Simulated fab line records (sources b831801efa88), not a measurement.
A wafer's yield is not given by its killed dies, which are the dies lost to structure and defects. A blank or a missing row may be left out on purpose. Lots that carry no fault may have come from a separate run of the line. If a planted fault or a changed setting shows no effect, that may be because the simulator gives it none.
fab line records / flow gf180mcu
record lots=12 wafers=36 lastDay=34
route steps=602 shown V4@480 MIM@503
lots with no fault: from the same line, run without faults
startH: the number of hours between the record's first day and the start of the first shown wafer of the lot / waitH: time in hours since the lot's previous step / " identical to the entry in the row above / L1.1+2: one row covering several wafers at once / - no value present, or no start provided / * or withheld: withheld / < > ~ a bound
route shown NAME@n: names a module that has steps shown in the file, with the first one's number in the route / usual: mean and standard deviation over wafers with no fault / same: alike in all rows / chamber/n: place in a boat / sites: readings site by site / _std_site: how widely they spread, as a standard deviation / _edge_site: mean of outer sites minus mean of inner sites / radiusMm: how far each site lies from the wafer's centre / mask NAME#n: copy n / behind: tool/chamber where the wafer was last shaped / hold: reason for holding the lot/hours on hold/outcome of the hold / device: the n, p or np transistor that did not switch / end of line: at the end of the route, the tests of the same wafers / for a step that has no rows: nothing shown but its recipe / killed: at the first sort, the dies lost to defects and structure; wafer yield is something else / map: per-die view of a wafer (x killed, . not killed, _ where there is no die)
set.NAME: the setting as run; set.NAME@STEP: as run at that earlier step / model.NAME: the simulator's own value behind a step, which no gauge read
the route's steps for a sample of lots (tables are steps, rows are wafers)
services: from which hour (startH, from the record's first day; less than 0 if before it) a tool's chamber was out of use, for how many hours, and why
## steps
# step GF_V4_CMP_04
# recipe material=SiO2 downForcePsi=4 platenRpm=60 padVelocityMS=0.94248
# usual edgeZonePressureFrac=1.001/0.005 motorCurrentA=12.2/1.1 timeToEndpointS=83/5.3
lot.wafer=L895.2 tool=cmp-01 chamber=0 startH=561.65 waitH=0.0 edgeZonePressureFrac=1.001 motorCurrentA=12.0 timeToEndpointS=79
lot.wafer=L895.3 tool=cmp-01 chamber=1 startH=561.65 waitH=0.0 edgeZonePressureFrac=0.997 motorCurrentA=11.9 timeToEndpointS=81
lot.wafer=L895.4 tool=cmp-01 chamber=3 startH=561.65 waitH=0.0 edgeZonePressureFrac=0.999 motorCurrentA=11.9 timeToEndpointS=89
lot.wafer=L896.3 tool=cmp-01 chamber=0 startH=566.77 waitH=0.1 edgeZonePressureFrac=0.997 motorCurrentA=11.4 timeToEndpointS=74
lot.wafer=L896.2 tool=cmp-01 chamber=1 startH=566.77 waitH=0.1 edgeZonePressureFrac=1.001 motorCurrentA=12.1 timeToEndpointS=75
lot.wafer=L896.6 tool=cmp-01 chamber=3 startH=566.77 waitH=0.1 edgeZonePressureFrac=0.999 motorCurrentA=11.4 timeToEndpointS=82
lot.wafer=L897.4 tool=cmp-02 chamber=2 startH=580.49 waitH=0.1 edgeZonePressureFrac=1.006 motorCurrentA=11.5 timeToEndpointS=81
lot.wafer=L897.3 tool=cmp-02 chamber=0 startH=580.49 waitH=0.1 edgeZonePressureFrac=1.001 motorCurrentA=14.3 timeToEndpointS=79
lot.wafer=L897.5 tool=cmp-02 chamber=1 startH=580.49 waitH=0.1 edgeZonePressureFrac=1.000 motorCurrentA=10.8 timeToEndpointS=87
lot.wafer=L898.4 tool=cmp-02 chamber=3 startH=583.17 waitH=0.0 edgeZonePressureFrac=0.999 motorCurrentA=12.7 timeToEndpointS=83
lot.wafer=L898.1 tool=cmp-02 chamber=0 startH=583.17 waitH=0.0 edgeZonePressureFrac=1.000 motorCurrentA=13.9 timeToEndpointS=86
lot.wafer=L898.5 tool=cmp-02 chamber=0 startH=583.17 waitH=0.0 edgeZonePressureFrac=1.002 motorCurrentA=13.6 timeToEndpointS=87
lot.wafer=L899.4 tool=cmp-01 chamber=0 startH=592.07 waitH=0.0 edgeZonePressureFrac=0.997 motorCurrentA=11.7 timeToEndpointS=77
lot.wafer=L899.3 tool=cmp-01 chamber=1 startH=592.07 waitH=0.0 edgeZonePressureFrac=1.003 motorCurrentA=12.0 timeToEndpointS=73
lot.wafer=L899.2 tool=cmp-01 chamber=3 startH=592.07 waitH=0.0 edgeZonePressureFrac=1.000 motorCurrentA=11.3 timeToEndpointS=78
lot.wafer=L900.3 tool=cmp-01 chamber=2 startH=604.49 waitH=0.1 edgeZonePressureFrac=1.007 motorCurrentA=13.2 timeToEndpointS=72
lot.wafer=L900.4 tool=cmp-01 chamber=3 startH=604.49 waitH=0.1 edgeZonePressureFrac=0.990 motorCurrentA=11.4 timeToEndpointS=81
lot.wafer=L900.6 tool=cmp-01 chamber=0 startH=604.49 waitH=0.1 edgeZonePressureFrac=1.009 motorCurrentA=11.6 timeToEndpointS=79
lot.wafer=L901.4 tool=cmp-02 chamber=1 startH=608.73 waitH=0.0 edgeZonePressureFrac=0.997 motorCurrentA=11.8 timeToEndpointS=90
lot.wafer=L901.3 tool=cmp-02 chamber=0 startH=608.73 waitH=0.0 edgeZonePressureFrac=1.003 motorCurrentA=14.2 timeToEndpointS=88
lot.wafer=L901.5 tool=cmp-02 chamber=2 startH=608.73 waitH=0.0 edgeZonePressureFrac=1.002 motorCurrentA=11.5 timeToEndpointS=88
lot.wafer=L910.4 tool=cmp-02 chamber=3 startH=684.61 waitH=0.1 edgeZonePressureFrac=1.000 motorCurrentA=12.4 timeToEndpointS=88
lot.wafer=L910.1 tool=cmp-02 chamber=1 startH=684.61 waitH=0.1 edgeZonePressureFrac=1.001 motorCurrentA=11.4 timeToEndpointS=88
lot.wafer=L910.5 tool=cmp-02 chamber=2 startH=684.61 waitH=0.1 edgeZonePressureFrac=1.004 motorCurrentA=11.5 timeToEndpointS=91
lot.wafer=L913.1 tool=cmp-02 chamber=1 startH=700.69 waitH=0.1 edgeZonePressureFrac=0.996 motorCurrentA=11.8 timeToEndpointS=81
lot.wafer=L913.2 tool=cmp-02 chamber=2 startH=700.69 waitH=0.1 edgeZonePressureFrac=1.002 motorCurrentA=11.4 timeToEndpointS=83
lot.wafer=L913.5 tool=cmp-02 chamber=0 startH=700.69 waitH=0.1 edgeZonePressureFrac=1.003 motorCurrentA=14.2 timeToEndpointS=85
lot.wafer=L912.3 tool=cmp-01 chamber=0 startH=701.78 waitH=0.0 edgeZonePressureFrac=0.999 motorCurrentA=11.1 timeToEndpointS=81
lot.wafer=L912.2 tool=cmp-01 chamber=2 startH=701.78 waitH=0.0 edgeZonePressureFrac=1.005 motorCurrentA=12.8 timeToEndpointS=82
lot.wafer=L912.1 tool=cmp-01 chamber=3 startH=701.78 waitH=0.0 edgeZonePressureFrac=1.002 motorCurrentA=11.5 timeToEndpointS=83
lot.wafer=L914.3 tool=cmp-02 chamber=0 startH=702.99 waitH=0.1 edgeZonePressureFrac=0.998 motorCurrentA=14.0 timeToEndpointS=88
lot.wafer=L914.6 tool=cmp-02 chamber=3 startH=702.99 waitH=0.1 edgeZonePressureFrac=0.999 motorCurrentA=12.6 timeToEndpointS=93
lot.wafer=L914.5 tool=cmp-02 chamber=0 startH=702.99 waitH=0.1 edgeZonePressureFrac=1.004 motorCurrentA=13.7 timeToEndpointS=91
lot.wafer=L915.3 tool=cmp-01 chamber=2 startH=716.59 waitH=0.0 edgeZonePressureFrac=0.999 motorCurrentA=13.5 timeToEndpointS=76
lot.wafer=L915.2 tool=cmp-01 chamber=0 startH=716.59 waitH=0.0 edgeZonePressureFrac=1.004 motorCurrentA=11.7 timeToEndpointS=83
lot.wafer=L915.6 tool=cmp-01 chamber=2 startH=716.59 waitH=0.0 edgeZonePressureFrac=0.999 motorCurrentA=14.1 timeToEndpointS=79
# step GF_V4_STRIP_18
# recipe chemistry=O2/N2 powerW=1400 pressureMtorr=1500 platenTempC=250 o2FlowSccm=3000 n2FlowSccm=300 overashFraction=0.5
# usual drypumpMotorCurrentA=5.7/0.55 heaterPowerW=340/29 oesProductAu=0.592/0.0049
lot.wafer=L895.2 tool=plasmaAsher-03 chamber=0 startH=584.14 waitH=- drypumpMotorCurrentA=5.5 heaterPowerW=314 oesProductAu=0.600 rfHoursCounterH=48
lot.wafer=L895.3 tool=plasmaAsher-03 chamber=1 startH=584.14 waitH=- drypumpMotorCurrentA=5.1 heaterPowerW=341 oesProductAu=0.586 rfHoursCounterH=-
lot.wafer=L895.4 tool=plasmaAsher-03 chamber=0 startH=584.14 waitH=- drypumpMotorCurrentA=5.5 heaterPowerW=304 oesProductAu=0.587 rfHoursCounterH=-
lot.wafer=L896.2 tool=plasmaAsher-03 chamber=1 startH=589.24 waitH=- drypumpMotorCurrentA=5.1 heaterPowerW=340 oesProductAu=0.591 rfHoursCounterH=48
lot.wafer=L896.3 tool=plasmaAsher-03 chamber=1 startH=589.24 waitH=- drypumpMotorCurrentA=5.1 heaterPowerW=331 oesProductAu=0.593 rfHoursCounterH=-
lot.wafer=L896.6 tool=plasmaAsher-03 chamber=0 startH=589.24 waitH=- drypumpMotorCurrentA=5.5 heaterPowerW=299 oesProductAu=0.589 rfHoursCounterH=-
lot.wafer=L897.3 tool=plasmaAsher-01 chamber=1 startH=602.53 waitH=- drypumpMotorCurrentA=5.6 heaterPowerW=390 oesProductAu=0.587 rfHoursCounterH=-
lot.wafer=L897.4 tool=plasmaAsher-01 chamber=0 startH=602.53 waitH=- drypumpMotorCurrentA=6.7 heaterPowerW=325 oesProductAu=0.597 rfHoursCounterH=-
lot.wafer=L897.5 tool=plasmaAsher-01 chamber=0 startH=602.53 waitH=- drypumpMotorCurrentA=6.7 heaterPowerW=337 oesProductAu=0.592 rfHoursCounterH=-
lot.wafer=L898.1 tool=plasmaAsher-01 chamber=0 startH=605.37 waitH=- drypumpMotorCurrentA=6.8 heaterPowerW=335 oesProductAu=0.594 rfHoursCounterH=19
lot.wafer=L898.4 tool=plasmaAsher-01 chamber=0 startH=605.37 waitH=- drypumpMotorCurrentA=6.7 heaterPowerW=330 oesProductAu=0.597 rfHoursCounterH=-
lot.wafer=L898.5 tool=plasmaAsher-01 chamber=0 startH=605.37 waitH=- drypumpMotorCurrentA=6.8 heaterPowerW=323 oesProductAu=0.594 rfHoursCounterH=-
lot.wafer=L899.2 tool=plasmaAsher-01 chamber=0 startH=614.08 waitH=- drypumpMotorCurrentA=6.7 heaterPowerW=345 oesProductAu=0.598 rfHoursCounterH=20
lot.wafer=L899.3 tool=plasmaAsher-01 chamber=0 startH=614.08 waitH=- drypumpMotorCurrentA=6.7 heaterPowerW=330 oesProductAu=0.587 rfHoursCounterH=-
lot.wafer=L899.4 tool=plasmaAsher-01 chamber=1 startH=614.08 waitH=- drypumpMotorCurrentA=5.6 heaterPowerW=395 oesProductAu=0.587 rfHoursCounterH=-
lot.wafer=L900.3 tool=plasmaAsher-01 chamber=0 startH=626.23 waitH=- drypumpMotorCurrentA=6.7 heaterPowerW=329 oesProductAu=0.599 rfHoursCounterH=-
lot.wafer=L900.4 tool=plasmaAsher-01 chamber=1 startH=626.23 waitH=- drypumpMotorCurrentA=5.6 heaterPowerW=400 oesProductAu=0.592 rfHoursCounterH=-
lot.wafer=L900.6 tool=plasmaAsher-01 chamber=0 startH=626.23 waitH=- drypumpMotorCurrentA=6.7 heaterPowerW=334 oesProductAu=0.601 rfHoursCounterH=-
lot.wafer=L901.3 tool=plasmaAsher-02 chamber=0 startH=630.56 waitH=- drypumpMotorCurrentA=5.6 heaterPowerW=331 oesProductAu=0.589 rfHoursCounterH=-
lot.wafer=L901.4 tool=plasmaAsher-02 chamber=1 startH=630.56 waitH=- drypumpMotorCurrentA=5.4 heaterPowerW=321 oesProductAu=0.585 rfHoursCounterH=-
lot.wafer=L901.5 tool=plasmaAsher-02 chamber=0 startH=630.56 waitH=- drypumpMotorCurrentA=5.6 heaterPowerW=336 oesProductAu=0.588 rfHoursCounterH=-
lot.wafer=L910.1 tool=plasmaAsher-03 chamber=0 startH=703.69 waitH=- drypumpMotorCurrentA=5.5 heaterPowerW=312 oesProductAu=0.590 rfHoursCounterH=61
lot.wafer=L910.4 tool=plasmaAsher-03 chamber=0 startH=703.69 waitH=- drypumpMotorCurrentA=5.5 heaterPowerW=313 oesProductAu=0.589 rfHoursCounterH=-
lot.wafer=L910.5 tool=plasmaAsher-03 chamber=1 startH=703.69 waitH=- drypumpMotorCurrentA=5.1 heaterPowerW=331 oesProductAu=0.582 rfHoursCounterH=-
lot.wafer=L913.1 tool=plasmaAsher-02 chamber=1 startH=719.34 waitH=- drypumpMotorCurrentA=5.4 heaterPowerW=321 oesProductAu=0.587 rfHoursCounterH=112
lot.wafer=L913.2 tool=plasmaAsher-02 chamber=0 startH=719.34 waitH=- drypumpMotorCurrentA=5.6 heaterPowerW=338 oesProductAu=0.596 rfHoursCounterH=112
lot.wafer=L913.5 tool=plasmaAsher-02 chamber=0 startH=719.34 waitH=- drypumpMotorCurrentA=5.6 heaterPowerW=344 oesProductAu=0.590 rfHoursCounterH=-
lot.wafer=L912.1 tool=plasmaAsher-02 chamber=0 startH=720.63 waitH=- drypumpMotorCurrentA=5.6 heaterPowerW=333 oesProductAu=0.596 rfHoursCounterH=112
lot.wafer=L912.2 tool=plasmaAsher-02 chamber=1 startH=720.63 waitH=- drypumpMotorCurrentA=5.4 heaterPowerW=322 oesProductAu=0.587 rfHoursCounterH=112
lot.wafer=L912.3 tool=plasmaAsher-02 chamber=1 startH=720.63 waitH=- drypumpMotorCurrentA=5.4 heaterPowerW=322 oesProductAu=0.595 rfHoursCounterH=-
lot.wafer=L914.3 tool=plasmaAsher-01 chamber=1 startH=721.53 waitH=- drypumpMotorCurrentA=5.6 heaterPowerW=389 oesProductAu=0.587 rfHoursCounterH=-
lot.wafer=L914.5 tool=plasmaAsher-01 chamber=0 startH=721.53 waitH=- drypumpMotorCurrentA=6.7 heaterPowerW=334 oesProductAu=0.595 rfHoursCounterH=-
lot.wafer=L914.6 tool=plasmaAsher-01 chamber=1 startH=721.53 waitH=- drypumpMotorCurrentA=5.6 heaterPowerW=391 oesProductAu=0.588 rfHoursCounterH=-
lot.wafer=L915.2 tool=plasmaAsher-03 chamber=0 startH=735.53 waitH=- drypumpMotorCurrentA=5.5 heaterPowerW=307 oesProductAu=0.582 rfHoursCounterH=64
lot.wafer=L915.3 tool=plasmaAsher-03 chamber=1 startH=735.53 waitH=- drypumpMotorCurrentA=5.1 heaterPowerW=331 oesProductAu=0.588 rfHoursCounterH=-
lot.wafer=L915.6 tool=plasmaAsher-03 chamber=1 startH=735.53 waitH=- drypumpMotorCurrentA=5.1 heaterPowerW=336 oesProductAu=0.593 rfHoursCounterH=-
# step GF_MIM_SPUTTER_00
# recipe material=Ti targetThkNm=37.5 arrivingIonEnergyEv=80 substrateTempC=200 chamberPressurePa=2 powerW=4000 timeS=150
# usual throttleValvePct=29.7/0.89
lot.wafer=L895.2 tool=pvdSputter-01 chamber=- startH=585.38 waitH=0.2 throttleValvePct=28.9
lot.wafer=L895.3 tool=pvdSputter-01 chamber=- startH=585.38 waitH=0.2 throttleValvePct=28.4
lot.wafer=L895.4 tool=pvdSputter-01 chamber=- startH=585.38 waitH=0.2 throttleValvePct=31.6
lot.wafer=L896.2 tool=pvdSputter-01 chamber=- startH=590.47 waitH=0.1 throttleValvePct=28.8
lot.wafer=L896.3 tool=pvdSputter-01 chamber=- startH=590.47 waitH=0.1 throttleValvePct=29.4
lot.wafer=L896.6 tool=pvdSputter-01 chamber=- startH=590.47 waitH=0.1 throttleValvePct=31.6
lot.wafer=L897.3 tool=pvdSputter-03 chamber=- startH=603.72 waitH=0.2 throttleValvePct=30.3
lot.wafer=L897.4 tool=pvdSputter-03 chamber=- startH=603.72 waitH=0.2 throttleValvePct=28.9
lot.wafer=L897.5 tool=pvdSputter-03 chamber=- startH=603.72 waitH=0.2 throttleValvePct=29.0
lot.wafer=L898.1 tool=pvdSputter-01 chamber=- startH=606.69 waitH=0.2 throttleValvePct=29.4
lot.wafer=L898.4 tool=pvdSputter-01 chamber=- startH=606.69 waitH=0.2 throttleValvePct=31.5
lot.wafer=L898.5 tool=pvdSputter-01 chamber=- startH=606.69 waitH=0.2 throttleValvePct=28.3
lot.wafer=L899.2 tool=pvdSputter-01 chamber=- startH=615.34 waitH=0.2 throttleValvePct=29.0
lot.wafer=L899.3 tool=pvdSputter-01 chamber=- startH=615.34 waitH=0.2 throttleValvePct=31.6
lot.wafer=L899.4 tool=pvdSputter-01 chamber=- startH=615.34 waitH=0.2 throttleValvePct=28.2
lot.wafer=L900.3 tool=pvdSputter-03 chamber=- startH=627.77 waitH=0.2 throttleValvePct=29.7
lot.wafer=L900.4 tool=pvdSputter-03 chamber=- startH=627.77 waitH=0.2 throttleValvePct=30.5
lot.wafer=L900.6 tool=pvdSputter-03 chamber=- startH=627.77 waitH=0.2 throttleValvePct=30.9
lot.wafer=L901.3 tool=pvdSputter-03 chamber=- startH=632.19 waitH=0.2 throttleValvePct=29.9
lot.wafer=L901.4 tool=pvdSputter-03 chamber=- startH=632.19 waitH=0.2 throttleValvePct=30.3
lot.wafer=L901.5 tool=pvdSputter-03 chamber=- startH=632.19 waitH=0.2 throttleValvePct=30.6
lot.wafer=L910.1 tool=pvdSputter-03 chamber=- startH=705.04 waitH=0.2 throttleValvePct=29.0
lot.wafer=L910.4 tool=pvdSputter-03 chamber=- startH=705.04 waitH=0.2 throttleValvePct=30.7
lot.wafer=L910.5 tool=pvdSputter-03 chamber=- startH=705.04 waitH=0.2 throttleValvePct=30.5
lot.wafer=L913.1 tool=pvdSputter-01 chamber=- startH=720.91 waitH=0.2 throttleValvePct=29.4
lot.wafer=L913.2 tool=pvdSputter-01 chamber=- startH=720.91 waitH=0.2 throttleValvePct=31.5
lot.wafer=L913.5 tool=pvdSputter-01 chamber=- startH=720.91 waitH=0.2 throttleValvePct=31.7
lot.wafer=L912.1 tool=pvdSputter-04 chamber=- startH=721.85 waitH=0.2 throttleValvePct=29.0
lot.wafer=L912.2 tool=pvdSputter-04 chamber=- startH=721.85 waitH=0.2 throttleValvePct=30.1
lot.wafer=L912.3 tool=pvdSputter-04 chamber=- startH=721.85 waitH=0.2 throttleValvePct=28.8
lot.wafer=L914.3 tool=pvdSputter-03 chamber=- startH=722.72 waitH=0.2 throttleValvePct=29.7
lot.wafer=L914.5 tool=pvdSputter-03 chamber=- startH=722.72 waitH=0.2 throttleValvePct=30.1
lot.wafer=L914.6 tool=pvdSputter-03 chamber=- startH=722.72 waitH=0.2 throttleValvePct=28.9
lot.wafer=L915.2 tool=pvdSputter-01 chamber=- startH=736.79 waitH=0.1 throttleValvePct=31.4
lot.wafer=L915.3 tool=pvdSputter-01 chamber=- startH=736.79 waitH=0.1 throttleValvePct=29.5
lot.wafer=L915.6 tool=pvdSputter-01 chamber=- startH=736.79 waitH=0.1 throttleValvePct=29.6
# step GF_MIM_CVD_05
# recipe material=Si3N4 targetThkNm=42 tempMaxC=400 tempC=385 timeS=29.086 rfW=450
# usual heaterPowerW=640/69
lot.wafer=L895.2 tool=pecvd-02 chamber=0 startH=585.60 waitH=0.0 heaterPowerW=650
lot.wafer=L895.3 tool=pecvd-02 chamber=2 startH=585.60 waitH=0.0 heaterPowerW=570
lot.wafer=L895.4 tool=pecvd-02 chamber=0 startH=585.60 waitH=0.0 heaterPowerW=659
lot.wafer=L896.2 tool=pecvd-03 chamber=1 startH=590.69 waitH=0.0 heaterPowerW=712
lot.wafer=L896.3 tool=pecvd-03 chamber=0 startH=590.69 waitH=0.0 heaterPowerW=717
lot.wafer=L896.6 tool=pecvd-03 chamber=0 startH=590.69 waitH=0.0 heaterPowerW=721
lot.wafer=L897.3 tool=pecvd-02 chamber=1 startH=603.94 waitH=0.0 heaterPowerW=597
lot.wafer=L897.4 tool=pecvd-02 chamber=2 startH=603.94 waitH=0.0 heaterPowerW=560
lot.wafer=L897.5 tool=pecvd-02 chamber=0 startH=603.94 waitH=0.0 heaterPowerW=576
lot.wafer=L898.1 tool=pecvd-02 chamber=2 startH=606.91 waitH=0.0 heaterPowerW=574
lot.wafer=L898.4 tool=pecvd-02 chamber=1 startH=606.91 waitH=0.0 heaterPowerW=624
lot.wafer=L898.5 tool=pecvd-02 chamber=0 startH=606.91 waitH=0.0 heaterPowerW=581
lot.wafer=L899.2 tool=pecvd-02 chamber=1 startH=615.56 waitH=0.0 heaterPowerW=680
lot.wafer=L899.3 tool=pecvd-02 chamber=0 startH=615.56 waitH=0.0 heaterPowerW=671
lot.wafer=L899.4 tool=pecvd-02 chamber=1 startH=615.56 waitH=0.0 heaterPowerW=665
lot.wafer=L900.3 tool=pecvd-02 chamber=0 startH=627.99 waitH=0.0 heaterPowerW=588
lot.wafer=L900.4 tool=pecvd-02 chamber=0 startH=627.99 waitH=0.0 heaterPowerW=579
lot.wafer=L900.6 tool=pecvd-02 chamber=1 startH=627.99 waitH=0.0 heaterPowerW=661
lot.wafer=L901.3 tool=pecvd-02 chamber=1 startH=632.41 waitH=0.0 heaterPowerW=553
lot.wafer=L901.4 tool=pecvd-02 chamber=0 startH=632.41 waitH=0.0 heaterPowerW=605
lot.wafer=L901.5 tool=pecvd-02 chamber=2 startH=632.41 waitH=0.0 heaterPowerW=524
lot.wafer=L910.1 tool=pecvd-02 chamber=0 startH=705.26 waitH=0.0 heaterPowerW=589
lot.wafer=L910.4 tool=pecvd-02 chamber=1 startH=705.26 waitH=0.0 heaterPowerW=618
lot.wafer=L910.5 tool=pecvd-02 chamber=2 startH=705.26 waitH=0.0 heaterPowerW=612
lot.wafer=L913.1 tool=pecvd-04 chamber=1 startH=721.13 waitH=0.0 heaterPowerW=623
lot.wafer=L913.2 tool=pecvd-04 chamber=2 startH=721.13 waitH=0.0 heaterPowerW=774
lot.wafer=L913.5 tool=pecvd-04 chamber=1 startH=721.13 waitH=0.0 heaterPowerW=628
lot.wafer=L912.1 tool=pecvd-04 chamber=2 startH=722.07 waitH=0.0 heaterPowerW=778
lot.wafer=L912.2 tool=pecvd-04 chamber=0 startH=722.07 waitH=0.0 heaterPowerW=646
lot.wafer=L912.3 tool=pecvd-04 chamber=1 startH=722.07 waitH=0.0 heaterPowerW=589
lot.wafer=L914.3 tool=pecvd-02 chamber=0 startH=722.94 waitH=0.0 heaterPowerW=695
lot.wafer=L914.5 tool=pecvd-02 chamber=1 startH=722.94 waitH=0.0 heaterPowerW=690
lot.wafer=L914.6 tool=pecvd-02 chamber=0 startH=722.94 waitH=0.0 heaterPowerW=689
lot.wafer=L915.2 tool=pecvd-03 chamber=2 startH=737.01 waitH=0.0 heaterPowerW=749
lot.wafer=L915.3 tool=pecvd-03 chamber=1 startH=737.01 waitH=0.0 heaterPowerW=633
lot.wafer=L915.6 tool=pecvd-03 chamber=2 startH=737.01 waitH=0.0 heaterPowerW=603
# step GF_MIM_THK_MEAS_06
# recipe reads=Si3N4_of_MIM_CVD_05
# usual MIM_CVD_05_THK=42.1/0.54
lot.wafer=L895.2 tool=filmMetro-03 chamber=- startH=585.64 waitH=0.0 MIM_CVD_05_THK[nm]=41.9
lot.wafer=L895.3 tool=filmMetro-03 chamber=- startH=585.64 waitH=0.0 MIM_CVD_05_THK[nm]=41.9
lot.wafer=L895.4 tool=filmMetro-03 chamber=- startH=585.64 waitH=0.0 MIM_CVD_05_THK[nm]=42.0
lot.wafer=L896.2 tool=filmMetro-02 chamber=- startH=590.73 waitH=0.0 MIM_CVD_05_THK[nm]=42.1
lot.wafer=L896.3 tool=filmMetro-02 chamber=- startH=590.73 waitH=0.0 MIM_CVD_05_THK[nm]=41.7
lot.wafer=L896.6 tool=filmMetro-02 chamber=- startH=590.73 waitH=0.0 MIM_CVD_05_THK[nm]=42.5
lot.wafer=L897.3 tool=filmMetro-04 chamber=- startH=603.99 waitH=0.0 MIM_CVD_05_THK[nm]=42.0
lot.wafer=L897.4 tool=filmMetro-04 chamber=- startH=603.99 waitH=0.0 MIM_CVD_05_THK[nm]=42.1
lot.wafer=L897.5 tool=filmMetro-04 chamber=- startH=603.99 waitH=0.0 MIM_CVD_05_THK[nm]=42.7
lot.wafer=L898.1 tool=filmMetro-02 chamber=- startH=606.94 waitH=0.0 MIM_CVD_05_THK[nm]=41.7
lot.wafer=L898.4 tool=filmMetro-02 chamber=- startH=606.94 waitH=0.0 MIM_CVD_05_THK[nm]=42.1
lot.wafer=L898.5 tool=filmMetro-02 chamber=- startH=606.94 waitH=0.0 MIM_CVD_05_THK[nm]=41.5
lot.wafer=L899.2 tool=filmMetro-04 chamber=- startH=615.61 waitH=0.0 MIM_CVD_05_THK[nm]=46.2
lot.wafer=L899.3 tool=filmMetro-04 chamber=- startH=615.61 waitH=0.0 MIM_CVD_05_THK[nm]=46.6
lot.wafer=L899.4 tool=filmMetro-04 chamber=- startH=615.61 waitH=0.0 MIM_CVD_05_THK[nm]=47.3
lot.wafer=L900.3 tool=filmMetro-02 chamber=- startH=628.04 waitH=0.0 MIM_CVD_05_THK[nm]=46.2
lot.wafer=L900.4 tool=filmMetro-02 chamber=- startH=628.04 waitH=0.0 MIM_CVD_05_THK[nm]=47.2
lot.wafer=L900.6 tool=filmMetro-02 chamber=- startH=628.04 waitH=0.0 MIM_CVD_05_THK[nm]=47.1
lot.wafer=L901.3 tool=filmMetro-04 chamber=- startH=632.46 waitH=0.0 MIM_CVD_05_THK[nm]=46.7
lot.wafer=L901.4 tool=filmMetro-04 chamber=- startH=632.46 waitH=0.0 MIM_CVD_05_THK[nm]=47.4
lot.wafer=L901.5 tool=filmMetro-04 chamber=- startH=632.46 waitH=0.0 MIM_CVD_05_THK[nm]=47.1
lot.wafer=L910.1 tool=filmMetro-02 chamber=- startH=705.29 waitH=0.0 MIM_CVD_05_THK[nm]=41.5
lot.wafer=L910.4 tool=filmMetro-02 chamber=- startH=705.29 waitH=0.0 MIM_CVD_05_THK[nm]=42.4
lot.wafer=L910.5 tool=filmMetro-02 chamber=- startH=705.29 waitH=0.0 MIM_CVD_05_THK[nm]=42.0
lot.wafer=L913.1 tool=filmMetro-03 chamber=- startH=721.16 waitH=0.0 MIM_CVD_05_THK[nm]=42.4
lot.wafer=L913.2 tool=filmMetro-03 chamber=- startH=721.16 waitH=0.0 MIM_CVD_05_THK[nm]=41.8
lot.wafer=L913.5 tool=filmMetro-03 chamber=- startH=721.16 waitH=0.0 MIM_CVD_05_THK[nm]=42.9
lot.wafer=L912.1 tool=filmMetro-03 chamber=- startH=722.11 waitH=0.0 MIM_CVD_05_THK[nm]=42.0
lot.wafer=L912.2 tool=filmMetro-03 chamber=- startH=722.11 waitH=0.0 MIM_CVD_05_THK[nm]=42.5
lot.wafer=L912.3 tool=filmMetro-03 chamber=- startH=722.11 waitH=0.0 MIM_CVD_05_THK[nm]=42.2
lot.wafer=L914.3 tool=filmMetro-03 chamber=- startH=722.99 waitH=0.0 MIM_CVD_05_THK[nm]=42.4
lot.wafer=L914.5 tool=filmMetro-03 chamber=- startH=722.99 waitH=0.0 MIM_CVD_05_THK[nm]=42.9
lot.wafer=L914.6 tool=filmMetro-03 chamber=- startH=722.99 waitH=0.0 MIM_CVD_05_THK[nm]=42.9
lot.wafer=L915.2 tool=filmMetro-03 chamber=- startH=737.06 waitH=0.0 MIM_CVD_05_THK[nm]=41.1
lot.wafer=L915.3 tool=filmMetro-03 chamber=- startH=737.06 waitH=0.0 MIM_CVD_05_THK[nm]=41.7
lot.wafer=L915.6 tool=filmMetro-03 chamber=- startH=737.06 waitH=0.0 MIM_CVD_05_THK[nm]=41.6
## services
tool=plasmaAsher-02 chamber=- startH=543.27 hours=1.9 kind=repair
tool=pecvd-03 chamber=1 startH=547.62 hours=15.2 kind=repair
tool=cmp-01 chamber=- startH=572.00 hours=4.0 kind=pm
tool=cmp-01 chamber=- startH=576.00 hours=- kind=consumableReplace:conditioner
tool=cmp-01 chamber=- startH=576.00 hours=- kind=consumableReplace:pad
tool=pecvd-04 chamber=- startH=591.12 hours=14.0 kind=pm
tool=cmp-02 chamber=- startH=600.29 hours=1.5 kind=repair
tool=plasmaAsher-03 chamber=- startH=611.62 hours=3.3 kind=repair
tool=plasmaAsher-01 chamber=- startH=614.20 hours=1.7 kind=repair
tool=pvdSputter-03 chamber=- startH=622.67 hours=3.8 kind=repair
tool=pecvd-02 chamber=- startH=629.17 hours=2.8 kind=pm
tool=plasmaAsher-02 chamber=- startH=648.91 hours=2.8 kind=pm
tool=pecvd-03 chamber=- startH=650.21 hours=3.1 kind=repair
tool=cmp-01 chamber=- startH=656.16 hours=5.9 kind=pm
tool=plasmaAsher-02 chamber=- startH=660.27 hours=14.6 kind=pm
tool=cmp-02 chamber=- startH=665.47 hours=0.2 kind=repair
tool=cmp-02 chamber=- startH=667.25 hours=1.4 kind=repair
tool=cmp-01 chamber=- startH=671.11 hours=18.3 kind=repair
tool=cmp-01 chamber=- startH=691.89 hours=1.4 kind=repair
tool=cmp-02 chamber=- startH=697.93 hours=2.6 kind=repair
tool=pecvd-03 chamber=- startH=709.05 hours=0.3 kind=repair
tool=pecvd-04 chamber=- startH=716.06 hours=1.6 kind=repair
tool=plasmaAsher-03 chamber=- startH=723.51 hours=1.3 kind=repair
tool=plasmaAsher-02 chamber=- startH=733.75 hours=9.0 kind=pm
## key
firstSign step=GF_MIM_THK_MEAS_06 reading=MIM_CVD_05_THK direction=up sigmas=8.7 usual=42.1 struck=46.9
effect none on later readings
metAt GF_MIM_CVD_05
struckLots L899,L900,L901
notActingAt GF_V4_CMP_04,GF_V4_STRIP_18,GF_MIM_SPUTTER_00
onsetBetween 606.91 615.56
fault kind=processParameterDrift tool=pecvd-02 chamber=- onsetH=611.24 steps=GF_MIM_CVD_05 channel=targetThkNm offset=4.7806 shape=step endH=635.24 actsIn=theseRecipesOnly stated=42
